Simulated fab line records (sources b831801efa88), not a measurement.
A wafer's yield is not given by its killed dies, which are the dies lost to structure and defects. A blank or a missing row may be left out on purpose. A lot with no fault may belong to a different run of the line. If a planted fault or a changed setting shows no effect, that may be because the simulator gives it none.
Matching of chambers | flow sky130 | SKY_CONTACT_CVD_00 on pecvd-04 has 3 sister chambers
The step deposits Si3N4, target thk 75 nm. 3 wafers are shown with their chamber, then 7 later ones without.

## WAFERS, EACH WITH ITS CHAMBER
wafer  | chamber | heater-power-w (W)
L673.6 | 1       | 624
L681.1 | 2       | 857
L681.5 | 0       | 704

## WAFERS WITH NO CHAMBER GIVEN
wafer  | heater-power-w (W)
L681.6 | 860
L682.1 | 817
L682.4 | 839
L682.5 | 774
L685.1 | 919
L685.3 | 725
L685.5 | 903

## CHAMBER TAKEN BY EACH
wafer  | from the rows above          | in truth
L681.6 | 2                            | 2
L682.1 | can't be placed: 2 or 0      | 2
L682.4 | 2                            | 2
L682.5 | can't be placed: 0 or 2 or 1 | 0
L685.1 | 2                            | 2
L685.3 | can't be placed: 0 or 1      | 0
L685.5 | 2                            | 2
Correct placement for 4 of the 7. These rows do not allow placing 3 (true chamber among the candidates in 3). Number placed wrongly: 0.
How it was worked out, from the rows above alone: a wafer's distance from a chamber is the root of the sum, over the readings, of the square of ((its reading less the chamber's mean) divided by the reading's scatter). If the next closest chamber is less than 2 further off than the closest, the wafer can't be placed; otherwise it belongs to the closest. For every chamber, the mean is computed from those of its wafers that are shown. The scatter: with one shown wafer a chamber, the root of the mean of the squares of how far each hidden wafer lies from its nearest shown one.
